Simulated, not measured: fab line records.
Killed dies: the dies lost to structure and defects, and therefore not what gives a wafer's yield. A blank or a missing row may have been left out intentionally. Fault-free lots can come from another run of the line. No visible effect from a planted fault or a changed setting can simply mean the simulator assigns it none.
fab line records	flow gf180mcu	part 1 of 2: steps 1 to 28 of 40
record lots=5	wafers=15	lastDay=34
route steps=602 shown V1@358 M2@362 V2@382
lots with no fault: from the same line, run without faults
startH: hours from the record's opening day to when the first of the lot's shown wafers began	waitH: hours elapsed since this lot's preceding step	" identical to the entry in the row above	L1.1+2: several wafers, shown together as one row	- no value, or no start was given	* or withheld: withheld	< > ~ a bound
route shown NAME@n: a module of which the file shows steps, and the number in the route of the first	usual: mean/standard deviation taken from wafers without a fault	same: alike in all rows	chamber/n: place in a boat	sites: per-site readings	_std_site: standard deviation across them	_edge_site: inner sites' mean taken away from outer sites' mean	radiusMm: for every site, how far away it sits from the centre of the wafer	mask NAME#n: copy n	behind: the last tool/chamber to shape the wafer	hold: why the lot was held/for how many hours/how that ended	device: whichever transistor did not switch (one of n, p or np)	end of line: the same wafers' tests at the end of the route	a step without rows: its recipe alone	killed: at the first sort, the dies lost to defects and structure; wafer yield is something else	map: the dies of a wafer, with x for killed, . for not killed, _ for no die there
set.NAME: the setting as run; set.NAME@STEP: as run at that earlier step	model.NAME: the simulator's own value behind a step, which no gauge read
lots seen at some steps along the route; tables by step, rows by wafer
services: when a tool's chamber went out of use (startH, in hours from the record's first day, below 0 if earlier), for how many hours, and the reason
## steps
# step GF_V1_CVD_23
# recipe material=W	targetThkNm=350	timeS=105.05	tempC=400	pressureTorr=40
# usual heaterPowerW=821/57
# same timeS=105.05
lot.wafer	tool	chamber	startH	waitH	heaterPowerW
L076.2	cvdW-01	0	435.10	0.0	798
L076.3	"	0	"	"	792
L076.4	"	1	"	"	878
L077.2	cvdW-01	0	439.79	0.0	779
L077.3	"	1	"	"	909
L077.4	"	0	"	"	798
L086.1	cvdW-01	0	526.43	0.0	782
L086.2	"	1	"	"	914
L086.4	"	1	"	"	890
L091.1	cvdW-02	1	561.51	0.0	754
L091.2	"	0	"	"	813
L091.3	"	1	"	"	755
L097.1	cvdW-01	0	604.21	0.0	792
L097.3	"	1	"	"	905
L097.5	"	0	"	"	797
# step GF_V1_RS_MEAS_24
# recipe thkMeasGauge=four-point-probe	reads=W_of_V1_CVD_23+TiN_of_V1_SPUTTER_22+Ti_of_V1_SPUTTER_21
# usual V1_W_RS=0.325/0.0045
lot.wafer	tool	chamber	startH	waitH	V1_W_RS[ohm/sq]
L076.2	filmMetro-01	-	435.23	0.1	0.324
L076.3	"	-	"	"	0.324
L076.4	"	-	"	"	0.317
L077.2	filmMetro-03	-	439.92	0.1	0.326
L077.3	"	-	"	"	0.326
L077.4	"	-	"	"	0.328
L086.1	filmMetro-04	-	526.54	0.1	0.327
L086.2	"	-	"	"	0.319
L086.4	"	-	"	"	0.323
L091.1	filmMetro-03	-	561.62	0.1	0.315
L091.2	"	-	"	"	0.328
L091.3	"	-	"	"	0.316
L097.1	filmMetro-01	-	604.32	0.1	0.328
L097.3	"	-	"	"	0.320
L097.5	"	-	"	"	0.326
# step GF_V1_THK_MEAS_25
# recipe thkMeasGauge=xrf	reads=W_of_V1_CVD_23
# usual V1_W_THK=354/5.4
lot.wafer	tool	chamber	startH	waitH	V1_W_THK[nm]
L076.2	filmMetro-01	-	435.34	0.1	358
L076.3	"	-	"	"	354
L076.4	"	-	"	"	362
L077.2	filmMetro-03	-	440.03	0.1	351
L077.3	"	-	"	"	350
L077.4	"	-	"	"	349
L086.1	filmMetro-04	-	526.66	0.1	348
L086.2	"	-	"	"	357
L086.4	"	-	"	"	352
L091.1	filmMetro-03	-	561.74	0.1	361
L091.2	"	-	"	"	349
L091.3	"	-	"	"	363
L097.1	filmMetro-01	-	604.44	0.1	350
L097.3	"	-	"	"	361
L097.5	"	-	"	"	356
# step GF_V1_CMP_26
# recipe stopOn=SiO2	downForcePsi=3.5	platenRpm=60	tOverpolishS=15	targetThkNm=0	padVelocityMS=0.94248
# usual motorCurrentA=11.5/1.5	overpolishRunS=14.999/0.009	slurryFlowMlMin=150.0/0.41	timeToEndpointS=83/5.1
lot.wafer	tool	chamber	startH	waitH	motorCurrentA	overpolishRunS	slurryFlowMlMin	timeToEndpointS
L076.2	cmp-01	1	435.39	0.0	10.8	14.991	149.3	76
L076.3	"	3	"	"	10.0	15.004	149.3	82
L076.4	"	0	"	"	10.4	14.985	150.1	85
L077.4	cmp-01	3	440.08	0.0	10.2	14.998	150.4	82
L077.2	"	0	"	"	9.8	15.011	150.0	86
L077.3	"	1	"	"	11.1	15.002	149.9	78
L086.1	cmp-02	0	526.72	0.1	9.8	15.008	150.6	74
L086.2	"	2	"	"	11.2	15.011	149.8	76
L086.4	"	3	"	"	12.6	15.001	149.9	86
L091.3	cmp-01	1	561.80	0.0	11.5	14.991	149.5	79
L091.2	"	3	"	"	9.8	14.997	150.3	80
L091.1	"	0	"	"	10.6	14.998	149.9	84
L097.3	cmp-02	3	604.60	0.1	12.5	14.998	150.1	92
L097.1	"	0	"	"	9.5	15.001	149.8	80
L097.5	"	2	"	"	10.3	14.992	150.2	76
# step GF_M2_SPUTTER_00
# recipe material=Ti	targetThkNm=37.5	arrivingIonEnergyEv=80	substrateTempC=200	chamberPressurePa=2	powerW=4000	timeS=150
# usual throttleValvePct=29.9/0.92
# same timeS=150
lot.wafer	tool	chamber	startH	waitH	throttleValvePct
L076.2	pvdSputter-03	-	435.69	0.2	29.9
L076.3	"	-	"	"	29.6
L076.4	"	-	"	"	29.0
L077.2	pvdSputter-02	-	440.38	0.2	30.3
L077.3	"	-	"	"	32.3
L077.4	"	-	"	"	29.5
L086.1	pvdSputter-03	-	527.02	0.2	29.1
L086.2	"	-	"	"	29.9
L086.4	"	-	"	"	30.1
L091.1	pvdSputter-02	-	562.10	0.1	32.8
L091.2	"	-	"	"	30.3
L091.3	"	-	"	"	29.3
L097.1	pvdSputter-03	-	604.80	0.1	29.6
L097.3	"	-	"	"	29.9
L097.5	"	-	"	"	29.3
# step GF_M2_SPUTTER_01
# recipe material=TiN	targetThkNm=30	powerW=6500	timeS=25	chamberPressurePa=0.4
# usual throttleValvePct=30.0/0.91
# same timeS=25
lot.wafer	tool	chamber	startH	waitH	throttleValvePct
L076.2	pvdSputter-03	-	435.79	0.1	29.8
L076.3	"	-	"	"	29.6
L076.4	"	-	"	"	28.8
L077.2	pvdSputter-02	-	440.48	0.1	30.2
L077.3	"	-	"	"	32.5
L077.4	"	-	"	"	29.7
L086.1	pvdSputter-03	-	527.12	0.1	29.1
L086.2	"	-	"	"	29.9
L086.4	"	-	"	"	29.8
L091.1	pvdSputter-02	-	562.20	0.1	32.7
L091.2	"	-	"	"	30.6
L091.3	"	-	"	"	29.2
L097.1	pvdSputter-03	-	604.90	0.1	29.7
L097.3	"	-	"	"	29.8
L097.5	"	-	"	"	29.5
# step GF_M2_SPUTTER_02
# recipe material=AlCu	targetThkNm=450	powerW=10600	timeS=23.9	chamberPressurePa=0.4
# usual throttleValvePct=30.0/0.9
# same timeS=23.9
lot.wafer	tool	chamber	startH	waitH	throttleValvePct
L076.2	pvdSputter-03	-	435.82	0.0	30.1
L076.3	"	-	"	"	29.7
L076.4	"	-	"	"	29.2
L077.2	pvdSputter-02	-	440.51	0.0	30.3
L077.3	"	-	"	"	32.9
L077.4	"	-	"	"	29.2
L086.1	pvdSputter-03	-	527.15	0.0	28.7
L086.2	"	-	"	"	30.1
L086.4	"	-	"	"	30.1
L091.1	pvdSputter-02	-	562.23	0.0	32.8
L091.2	"	-	"	"	30.3
L091.3	"	-	"	"	28.9
L097.1	pvdSputter-03	-	604.93	0.0	29.5
L097.3	"	-	"	"	30.0
L097.5	"	-	"	"	29.4
# step GF_M2_SPUTTER_03
# recipe material=Ti	targetThkNm=10	substrateTempC=300	chamberPressurePa=0.3	powerW=3000	timeS=6.7
# usual throttleValvePct=30.0/0.92
# same timeS=6.7
lot.wafer	tool	chamber	startH	waitH	throttleValvePct
L076.2	pvdSputter-03	-	435.85	0.0	30.4
L076.3	"	-	"	"	29.3
L076.4	"	-	"	"	29.2
L077.2	pvdSputter-02	-	440.54	0.0	30.3
L077.3	"	-	"	"	32.8
L077.4	"	-	"	"	29.4
L086.1	pvdSputter-03	-	527.18	0.0	29.0
L086.2	"	-	"	"	30.0
L086.4	"	-	"	"	30.2
L091.1	pvdSputter-02	-	562.26	0.0	32.6
L091.2	"	-	"	"	30.5
L091.3	"	-	"	"	29.4
L097.1	pvdSputter-03	-	604.96	0.0	29.7
L097.3	"	-	"	"	30.1
L097.5	"	-	"	"	29.5
# step GF_M2_SPUTTER_04
# recipe material=TiN	targetThkNm=50	powerW=6500	timeS=41.7	chamberPressurePa=0.4
# usual throttleValvePct=29.9/0.91
# same timeS=41.7
lot.wafer	tool	chamber	startH	waitH	throttleValvePct
L076.2	pvdSputter-03	-	435.87	0.0	30.2
L076.3	"	-	"	"	29.3
L076.4	"	-	"	"	29.3
L077.2	pvdSputter-02	-	440.56	0.0	30.0
L077.3	"	-	"	"	32.7
L077.4	"	-	"	"	29.3
L086.1	pvdSputter-03	-	527.20	0.0	28.8
L086.2	"	-	"	"	29.7
L086.4	"	-	"	"	30.0
L091.1	pvdSputter-02	-	562.28	0.0	32.6
L091.2	"	-	"	"	30.1
L091.3	"	-	"	"	29.3
L097.1	pvdSputter-03	-	604.98	0.0	29.6
L097.3	"	-	"	"	30.1
L097.5	"	-	"	"	29.4
# step GF_M2_RS_MEAS_05
# recipe thkMeasGauge=four-point-probe	reads=TiN_of_M2_SPUTTER_04+Ti_of_M2_SPUTTER_03+AlCu_of_M2_SPUTTER_02+TiN_of_M2_SPUTTER_01+Ti_of_M2_SPUTTER_00
# usual M2_ALCU_RS=0.0695/0.0009
lot.wafer	tool	chamber	startH	waitH	M2_ALCU_RS[ohm/sq]
L076.2	filmMetro-04	-	435.93	0.0	0.0702
L076.3	"	-	"	"	0.0697
L076.4	"	-	"	"	0.0688
L077.2	filmMetro-04	-	440.62	0.0	0.0685
L077.3	"	-	"	"	0.0690
L077.4	"	-	"	"	0.0696
L086.1	filmMetro-04	-	527.24	0.0	0.0685
L086.2	"	-	"	"	0.0690
L086.4	"	-	"	"	0.0695
L091.1	filmMetro-04	-	562.32	0.0	0.0686
L091.2	"	-	"	"	0.0685
L091.3	"	-	"	"	0.0695
L097.1	filmMetro-03	-	605.02	0.0	0.0689
L097.3	"	-	"	"	0.0677
L097.5	"	-	"	"	0.0686
# step GF_M2_THK_MEAS_06
# recipe thkMeasGauge=xrf	reads=AlCu_of_M2_SPUTTER_02
# usual M2_ALCU_THK=454/6
lot.wafer	tool	chamber	startH	waitH	M2_ALCU_THK[nm]
L076.2	filmMetro-04	-	436.04	0.1	447
L076.3	"	-	"	"	450
L076.4	"	-	"	"	461
L077.2	filmMetro-04	-	440.73	0.1	462
L077.3	"	-	"	"	454
L077.4	"	-	"	"	450
L086.1	filmMetro-04	-	527.36	0.1	461
L086.2	"	-	"	"	456
L086.4	"	-	"	"	452
L091.1	filmMetro-04	-	562.44	0.1	462
L091.2	"	-	"	"	463
L091.3	"	-	"	"	456
L097.1	filmMetro-03	-	605.14	0.1	456
L097.3	"	-	"	"	464
L097.5	"	-	"	"	456
# step GF_M2_DEHYDRATE_07
# recipe tempC=200	timeS=60
# same timeS=60
lot.wafer	tool	chamber	startH	waitH
L076.2+3+4	lithoTrack-03	0	447.82	11.8
L077.2+3+4	lithoTrack-03	0	452.37	11.6
L086.1+2+4	lithoTrack-03	0	538.29	10.9
L091.1+2+3	lithoTrack-02	0	573.20	10.7
L097.1+3+5	lithoTrack-04	0	614.54	9.4
# step GF_M2_HMDS_08
# recipe primeTimeS=60	primeTempC=120
lot.wafer	tool	chamber	startH	waitH
L076.2+3+4	lithoTrack-03	0	447.97	0.1
L077.2+3+4	lithoTrack-03	0	452.52	0.1
L086.1+2+4	lithoTrack-03	0	538.44	0.1
L091.1+2+3	lithoTrack-02	0	573.35	0.1
L097.1+3+5	lithoTrack-04	0	614.69	0.1
# step GF_M2_COAT_09
# recipe resist=KrF	spinRpm=withheld	resistThkNm=988.9
# usual dispensePressureKPa=54.4/1
lot.wafer	tool	chamber	startH	waitH	dispensePressureKPa
L076.2	lithoTrack-03	0	448.12	0.1	53.9
L076.3	"	0	"	"	53.9
L076.4	"	0	"	"	53.9
L077.2	lithoTrack-03	0	452.67	0.1	53.9
L077.3	"	0	"	"	53.9
L077.4	"	0	"	"	53.9
L086.1	lithoTrack-03	0	538.59	0.1	53.9
L086.2	"	0	"	"	54.0
L086.4	"	0	"	"	54.0
L091.1	lithoTrack-02	0	573.50	0.1	53.0
L091.2	"	0	"	"	53.0
L091.3	"	0	"	"	53.0
L097.1	lithoTrack-04	0	614.84	0.1	55.5
L097.3	"	0	"	"	55.5
L097.5	"	0	"	"	55.5
# step GF_M2_SOFTBAKE_10
# recipe tempC=130	timeS=60	resist=KrF
# same timeS=60
lot.wafer	tool	chamber	startH	waitH
L076.2+3+4	lithoTrack-03	0	448.27	0.1
L077.2+3+4	lithoTrack-03	0	452.82	0.1
L086.1+2+4	lithoTrack-03	0	538.74	0.1
L091.1+2+3	lithoTrack-02	0	573.65	0.1
L097.1+3+5	lithoTrack-04	0	614.99	0.1
# step GF_M2_EXPOSE_11
# recipe maskId=Metal2	targetCdNm=280	na=0.68	sourceShape=conventional	sigmaOuter=0.6	doseMj=28
# usual reticleTempC=23.00/0.11
lot.wafer	tool	chamber	startH	waitH	mask	reticleTempC
L076.2	krfScanner-01	0	-	-	Metal2#0	22.76
L076.3	"	0	"	"	Metal2#0	22.73
L076.4	"	0	"	"	Metal2#0	22.93
L077.2	krfScanner-01	0	-	-	Metal2#0	22.89
L077.3	"	0	"	"	Metal2#0	22.79
L077.4	"	0	"	"	Metal2#0	22.90
L086.1	krfScanner-01	0	-	-	Metal2#0	23.10
L086.2	"	0	"	"	Metal2#0	23.10
L086.4	"	0	"	"	Metal2#0	22.88
L091.1	krfScanner-01	0	-	-	Metal2#0	23.00
L091.2	"	0	"	"	Metal2#0	23.02
L091.3	"	0	"	"	Metal2#0	23.06
L097.1	krfScanner-02	0	-	-	Metal2#0	22.96
L097.3	"	0	"	"	Metal2#0	23.10
L097.5	"	0	"	"	Metal2#0	23.22
# step GF_M2_PEB_12
# recipe pebTempC=135	pebTimeS=90	resist=KrF
# same pebTimeS=90
lot.wafer	tool	chamber	startH	waitH
L076.2+3+4	lithoTrack-03	0	-	-
L077.2+3+4	lithoTrack-02	0	-	-
L086.1+2+4	lithoTrack-03	0	-	-
L091.1+2+3	lithoTrack-02	0	-	-
L097.1+3+5	lithoTrack-04	0	-	-
# step GF_M2_DEVELOP_13
# recipe developTimeS=60	devTempC=21
lot.wafer	tool	chamber	startH	waitH
L076.2+3+4	lithoTrack-03	0	460.12	0.2
L077.2+3+4	lithoTrack-02	0	464.97	0.2
L086.1+2+4	lithoTrack-03	0	550.24	0.2
L091.1+2+3	lithoTrack-02	0	584.20	0.2
L097.1+3+5	lithoTrack-04	0	625.04	0.2
# step GF_M2_CD_MEAS_14
# recipe targetCdNm=280
# usual cdNm=280.3/1.2
lot.wafer	tool	chamber	startH	waitH	cdNm
L076.2	cdSem-01	-	460.26	0.1	279.9
L076.3	"	-	"	"	280.5
L076.4	"	-	"	"	279.5
L077.2	cdSem-01	-	465.12	0.1	281.6
L077.3	"	-	"	"	281.0
L077.4	"	-	"	"	281.1
L086.1	cdSem-01	-	550.45	0.2	279.5
L086.2	"	-	"	"	280.2
L086.4	"	-	"	"	279.3
L091.1	cdSem-02	-	584.35	0.1	281.1
L091.2	"	-	"	"	282.4
L091.3	"	-	"	"	282.3
L097.1	cdSem-02	-	625.19	0.1	278.0
L097.3	"	-	"	"	280.8
L097.5	"	-	"	"	279.3
# step GF_M2_OVL_MEAS_15
# usual M2_OVL=0/6.9
lot.wafer	tool	chamber	startH	waitH	M2_OVL[nm]
L076.2	overlay-01	-	460.37	0.1	6
L076.3	"	-	"	"	-2
L076.4	"	-	"	"	5
L077.2	overlay-02	-	465.22	0.1	-4
L077.3	"	-	"	"	0
L077.4	"	-	"	"	-1
L086.1	overlay-01	-	550.57	0.1	-7
L086.2	"	-	"	"	-3
L086.4	"	-	"	"	-12
L091.1	overlay-02	-	584.47	0.1	-2
L091.2	"	-	"	"	-7
L091.3	"	-	"	"	-9
L097.1	overlay-01	-	625.31	0.1	-9
L097.3	"	-	"	"	-5
L097.5	"	-	"	"	-9
# step GF_M2_METAL_ETCH_16
# recipe chemistry=Cl2/BCl3	maskMaterial=KrF	targetDepthNm=750.8	stopOn=SiO2	pressureMtorr=8	icpW=800	biasW=140	Cl2_flow_sccm=80	bcl3FlowSccm=40	timeS=125.1
# usual biasW=140.0/0.45	drypumpMotorCurrentA=5.9/0.42	oesProductAu=0.980/0.009	throttleValvePct=28.241/0.012
# same timeS=125.1
lot.wafer	tool	chamber	startH	waitH	biasW	drypumpMotorCurrentA	oesProductAu	rfHoursCounterH	throttleValvePct
L076.2	rieMetal-03	0	460.40	0.0	140.0	5.9	0.989	10	28.236
L076.3	"	1	"	"	140.8	6.7	0.978	-	28.245
L076.4	"	0	"	"	140.2	5.9	0.997	-	28.227
L077.2	rieMetal-04	0	465.25	0.0	139.7	5.4	0.989	8	28.235
L077.3	"	1	"	"	139.2	5.7	0.980	-	28.232
L077.4	"	0	"	"	139.9	5.4	0.998	-	28.232
L086.1	rieMetal-03	1	550.60	0.0	139.2	6.8	0.974	11	28.232
L086.2	"	1	"	"	139.9	6.7	0.973	-	28.241
L086.4	"	1	"	"	140.3	6.8	0.972	-	28.236
L091.1	rieMetal-04	1	584.50	0.0	138.9	5.6	0.973	6	28.256
L091.2	"	0	"	"	139.1	5.5	0.974	11	28.224
L091.3	"	1	"	"	139.1	5.6	0.965	-	28.251
L097.1	rieMetal-03	0	625.34	0.0	140.0	6.0	0.996	2	28.246
L097.3	"	0	"	"	140.9	5.9	0.988	-	28.240
L097.5	"	0	"	"	140.0	5.9	0.992	-	28.243
# step GF_M2_STRIP_17
# recipe chemistry=O2/N2	powerW=1400	pressureMtorr=1500	platenTempC=250	o2FlowSccm=3000	n2FlowSccm=300	overashFraction=0.5
# usual drypumpMotorCurrentA=5.7/0.53	heaterPowerW=370/26	oesProductAu=0.537/0.0048	stripTimeToEndpointS=7.36/0.061
lot.wafer	tool	chamber	startH	waitH	drypumpMotorCurrentA	heaterPowerW	oesProductAu	rfHoursCounterH	stripTimeToEndpointS
L076.2	plasmaAsher-02	1	460.53	0.1	5.6	362	0.534	68	7.29
L076.3	"	1	"	"	5.6	359	0.545	-	7.40
L076.4	"	0	"	"	5.3	386	0.531	-	7.26
L077.2	plasmaAsher-01	0	465.38	0.1	6.5	374	0.540	80	7.31
L077.3	"	1	"	"	5.7	363	0.536	-	7.38
L077.4	"	0	"	"	6.5	370	0.536	-	7.31
L086.1	plasmaAsher-03	0	550.86	0.2	4.7	432	0.541	47	7.42
L086.2	"	1	"	"	5.7	326	0.536	47	7.43
L086.4	"	0	"	"	4.7	434	0.535	-	7.45
L091.1	plasmaAsher-03	1	584.63	0.1	5.7	317	0.547	51	7.42
L091.2	"	0	"	"	4.7	433	0.533	51	7.36
L091.3	"	1	"	"	5.7	315	0.537	-	7.45
L097.1	plasmaAsher-01	1	625.47	0.1	5.7	345	0.538	97	7.29
L097.3	"	1	"	"	5.7	353	0.536	-	7.30
L097.5	"	1	"	"	5.7	358	0.537	-	7.31
# step GF_M2_STRIP_18
# recipe chemistry=postEtchResidueRemover	timeS=1200	tempC=72.5
# same timeS=1200
lot.wafer	tool	chamber	startH	waitH
L076.2+3+4	wetBench-02	0	460.63	0.1
L077.2+3+4	wetBench-03	0	465.48	0.1
L086.1+2+4	wetBench-01	3	550.96	0.1
L091.1+2+3	wetBench-02	0	584.73	0.1
L097.1+3+5	wetBench-01	3	625.57	0.1
# step GF_M2_CLEAN_19
# recipe chemistry=DIW	dry=n2Spin
lot.wafer	tool	chamber	startH	waitH
L076.2+3+4	wetBench-03	1	460.97	0.0
L077.2+3+4	wetBench-01	1	465.86	0.0
L086.1+2+4	wetBench-02	0	551.30	0.0
L091.1+2+3	wetBench-01	3	585.07	0.0
L097.1+3+5	wetBench-02	0	625.95	0.0
# step GF_V2_CVD_00
# recipe material=SiO2	targetThkNm=600	sigmaOpenFrac=0.3	tempC=400	timeS=100	sih4FlowSccm=60	pressureMtorr=6
# same timeS=100
lot.wafer	tool	chamber	startH	waitH
L076.2+3+4	hdpcvd-02	0,1,2	461.06	0.0
L077.2+3+4	hdpcvd-01	0,1,0	465.95	0.0
L086.1+2+4	hdpcvd-01	2,0,1	551.39	0.0
L091.1+2+3	hdpcvd-02	2,1,0	585.16	0.0
L097.1+3+5	hdpcvd-01	1,2,1	626.04	0.0
# step GF_V2_THK_MEAS_01
# recipe reads=SiO2_of_V2_CVD_00
# usual V2_CVD_00_THK=602/9
lot.wafer	tool	chamber	startH	waitH	V2_CVD_00_THK[nm]
L076.2	filmMetro-02	-	461.14	0.0	586
L076.3	"	-	"	"	606
L076.4	"	-	"	"	607
L077.2	filmMetro-01	-	466.03	0.0	604
L077.3	"	-	"	"	600
L077.4	"	-	"	"	605
L086.1	filmMetro-02	-	551.47	0.0	612
L086.2	"	-	"	"	606
L086.4	"	-	"	"	611
L091.1	filmMetro-04	-	585.24	0.0	602
L091.2	"	-	"	"	586
L091.3	"	-	"	"	590
L097.1	filmMetro-02	-	626.11	0.0	604
L097.3	"	-	"	"	603
L097.5	"	-	"	"	606
# step GF_V2_CVD_02
# recipe material=SiO2	targetThkNm=850	precursor=TEOS	tempC=400	timeS=94.851	rfW=600
# usual heaterPowerW=654/100
# same timeS=94.851
lot.wafer	tool	chamber	startH	waitH	heaterPowerW
L076.2	pecvd-03	0	461.19	0.0	442
L076.3	"	2	"	"	862
L076.4	"	2	"	"	870
L077.2	pecvd-04	1	466.08	0.0	680
L077.3	"	0	"	"	631
L077.4	"	0	"	"	645
L086.1	pecvd-04	1	551.53	0.1	664
L086.2	"	0	"	"	626
L086.4	"	2	"	"	609
L091.1	pecvd-04	1	585.30	0.1	727
L091.2	"	2	"	"	665
L091.3	"	0	"	"	592
L097.1	pecvd-02	0	626.17	0.1	835
L097.3	"	1	"	"	679
L097.5	"	2	"	"	703
# step GF_V2_THK_MEAS_03
# recipe reads=SiO2_of_V2_CVD_02
# usual V2_CVD_02_THK=850/14
lot.wafer	tool	chamber	startH	waitH	V2_CVD_02_THK[nm]
L076.2	filmMetro-01	-	461.27	0.0	846
L076.3	"	-	"	"	850
L076.4	"	-	"	"	854
L077.2	filmMetro-04	-	466.16	0.0	853
L077.3	"	-	"	"	830
L077.4	"	-	"	"	830
L086.1	filmMetro-02	-	551.59	0.0	849
L086.2	"	-	"	"	833
L086.4	"	-	"	"	870
L091.1	filmMetro-02	-	585.37	0.0	845
L091.2	"	-	"	"	852
L091.3	"	-	"	"	836
L097.1	filmMetro-01	-	626.24	0.0	832
L097.3	"	-	"	"	827
L097.5	"	-	"	"	869
